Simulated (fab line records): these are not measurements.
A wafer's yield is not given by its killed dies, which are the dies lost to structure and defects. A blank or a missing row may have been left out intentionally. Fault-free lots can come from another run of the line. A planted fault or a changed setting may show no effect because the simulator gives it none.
A struck lot beside a sound one | flow sky130 | 43 out of 708 route steps
Sound: these wafers, L263.1, L263.4, L263.5. Struck: wafer L269.3 (L269.1, L269.5, from the same lot, were not struck and are left out); the cause is given at the end.
Each step with rows lists, per side, the tool, then ch with its chambers, then its first start. Under that, the readings that differ: sound wafers | struck wafers | difference of the means | sigmas: that difference in standard deviations of wafers without a fault.
alike: a reading whose means differ by less than 2 such deviations, as well as words and numbers matching on both sides. not compared: withheld readings; readings where some wafer has no value; bounds like >300 that might hide an equal value; numbers whose values overlap and for which the record gives no deviation.
Wherever a step has rows on one side only, a row that says differs or no value, or a row with sigmas, the two part there. When numbers do not overlap yet have no deviation, they are printed without sigmas and do not part them. A reading that every wafer of one side lacks parts them only if that side has two wafers or more.

first, 6 steps without rows for these wafers: SKY_VIA3_ETCH_14 (etches BARC in N2/H2, stops on SiO2, time 45.9 s, target depth 60 nm); SKY_VIA3_ETCH_15 (etches SiO2 in C4F8/O2/Ar, stops on TiN, target depth 507 nm, time 78 s); SKY_VIA3_STRIP_16 (strips in O2/N2); SKY_VIA3_STRIP_17 (strips in post etch residue remover, time 1200 s); SKY_VIA3_CLEAN_18 (cleans in IPA, time 180 s); SKY_VIA3_CLEAN_19 (cleans in O3/DIW).
SKY_VIA3_SPUTTER_20: material TiN, target thk 20 nm, time 80 s.
  sound on pvdSputter-04, day 39 20:02; struck on pvdSputter-04, day 42 16:40
  alike: cathodeDcPowerW, throttleValvePct
then, 1 step without rows for these wafers: SKY_VIA3_CVD_21 (deposits W, target thk 390 nm, time 117.31 s).
SKY_VIA3_RS_MEAS_22: a four-point-probe measurement.
  sound on filmMetro-01, day 39 20:13; struck on filmMetro-02, day 42 16:54
reading            | sound             | struck | difference | sigmas
VIA3_W_RS (ohm/sq) | 0.289 0.285 0.284 | 0.296  | +0.010     | +2
SKY_VIA3_THK_MEAS_23: measures by xrf.
  sound on filmMetro-01, day 39 20:20; struck on filmMetro-02, day 42 17:01
  alike: VIA3_W_THK
then, 1 step without rows for these wafers: SKY_VIA3_CMP_24 (polishes, stops on SiO2, t overpolish 20 s, target thk 0 nm).
SKY_METAL4_SPUTTER_00: material Ti, target thk 15 nm, time 10 s.
  sound on pvdSputter-01, day 39 20:42; struck on pvdSputter-03, day 42 17:23
  alike: cathodeDcPowerW, throttleValvePct
SKY_METAL4_SPUTTER_01: material TiN, target thk 20 nm, time 16.7 s.
  sound on pvdSputter-01, day 39 20:43; struck on pvdSputter-03, day 42 17:24
  alike: cathodeDcPowerW, throttleValvePct
then, 1 step without rows for these wafers: SKY_METAL4_SPUTTER_02 (material AlCu, target thk 735 nm, time 40.79 s).
SKY_METAL4_SPUTTER_03: material Ti, target thk 5 nm, time 3.3 s.
  sound on pvdSputter-01, day 39 20:47; struck on pvdSputter-03, day 42 17:28
reading             | sound                | struck | difference | sigmas
cathodeDcPowerW (W) | 3000.5 3000.0 2999.8 | 3001.2 | +1.1       | +2
  alike: throttleValvePct
SKY_METAL4_SPUTTER_04: material TiN, target thk 70 nm, time 58.3 s.
  sound on pvdSputter-01, day 39 20:48; struck on pvdSputter-03, day 42 17:29
  alike: cathodeDcPowerW, throttleValvePct
SKY_CAP2M_CVD_00: deposits SiO2, target thk 15.5 nm.
  sound on pecvd-01 ch 0,1, day 39 20:51; struck on pecvd-01 ch 1, day 42 17:32
  alike: heaterPowerW
SKY_CAP2M_THK_MEAS_01:
  sound on filmMetro-04, day 39 20:52; struck on filmMetro-03, day 42 17:34
  alike: CAP2M_CVD_00_THK
then, 1 step without rows for these wafers: SKY_CAP2M_SPUTTER_02 (material TiN, target thk 200 nm, time 166.7 s).
SKY_CAP2M_RS_MEAS_03: a four-point-probe measurement.
  sound on filmMetro-01, day 39 21:02; struck on filmMetro-01, day 42 17:44
  alike: CAP2M_TIN_RS
SKY_CAP2M_THK_MEAS_04: measures by xrf.
  sound on filmMetro-01, day 39 21:10; struck on filmMetro-01, day 42 17:52
  alike: CAP2M_TIN_THK
then, 7 steps without rows for these wafers: SKY_CAP2M_DEHYDRATE_05 (time 60 s); SKY_CAP2M_HMDS_06 (prime time 60 s); SKY_CAP2M_COAT_07 (resist thk 1140 nm); SKY_CAP2M_SOFTBAKE_08 (time 60 s); SKY_CAP2M_EXPOSE_09 (exposes mask CAP2M, target cd 1000 nm); SKY_CAP2M_PEB_10; SKY_CAP2M_DEVELOP_11 (develop time 60 s).
SKY_CAP2M_OVL_MEAS_12:
  sound on overlay-01, day 40 20:50; struck on overlay-01, day 43 16:20
  alike: CAP2M_OVL
then, 13 steps without rows for these wafers: SKY_CAP2M_METAL_ETCH_13 (etches TiN in Cl2/BCl3, stops on SiO2, target depth 220 nm, time 62.9 s); SKY_CAP2M_STRIP_14 (strips in O2/N2); SKY_CAP2M_STRIP_15 (strips in post etch residue remover, time 1200 s); SKY_CAP2M_CLEAN_16 (cleans in IPA, time 180 s); SKY_CAP2M_CLEAN_17 (cleans in O3/DIW); SKY_METAL4_DEHYDRATE_05 (time 60 s); SKY_METAL4_HMDS_06 (prime time 60 s); SKY_METAL4_COAT_07 (resist thk 60 nm); SKY_METAL4_COAT_08 (resist thk 1140 nm); SKY_METAL4_SOFTBAKE_09 (time 90 s); SKY_METAL4_EXPOSE_10 (exposes mask MM4, target cd 300 nm); SKY_METAL4_PEB_11; SKY_METAL4_DEVELOP_12 (develop time 60 s).
-- the record jumps here: 5 days lie between the struck wafers' starts before and after (it left off in module METAL4 and takes up again in module PAD_OPEN, whose first step shown is number 708 of the route) --
SKY_PAD_OPEN_PROBE_99:
  sound on prober-01, day 45 22:06; struck on prober-02, day 48 06:55
reading                               | sound             | struck | difference | sigmas
killed_at_M0_to_M3                    | 48 55 39          | 29     | -18        | -3
killed_at_M4_up                       | 5 0 2             | 45     | +43        | +24
killedShort                           | 44 48 44          | 23     | -22        | -4
sort_bin_3_pad_short (%)              | 0.8 1.0 0.8       | 2.2    | +1.3       | +3
sort_bin_5_function (%)               | 11.0 11.6 10.8    | 14.8   | +3.7       | +3
sort_bin_6_memory (%)                 | 7.3 7.3 7.3       | 4.1    | -3.2       | -3
model.etest.tester.sortNPass          | 398 394 399       | 388    | -9         | 
model.etest.tester.sortYieldPct (%)   | 80.89 80.08 81.1  | 78.86  | -1.83      | 
model.etest.tester.sort_bin_5_pct (%) | 10.98 11.59 10.77 | 14.84  | +3.73      | 
model.etest.tester.sort_bin_3_pct (%) | 0.813 1.016 0.813 | 2.236  | +1.355     | 
  alike: defectLimitedYield, killedAtContacts, killedAtFrontEnd, killedAtOther, killedDies, killedOpen, sortNPass, sortYieldPct

WHERE THEY PART
Earliest at SKY_VIA3_RS_MEAS_22; latest, in this record, at SKY_PAD_OPEN_PROBE_99.

WHY: the cause the simulator had injected
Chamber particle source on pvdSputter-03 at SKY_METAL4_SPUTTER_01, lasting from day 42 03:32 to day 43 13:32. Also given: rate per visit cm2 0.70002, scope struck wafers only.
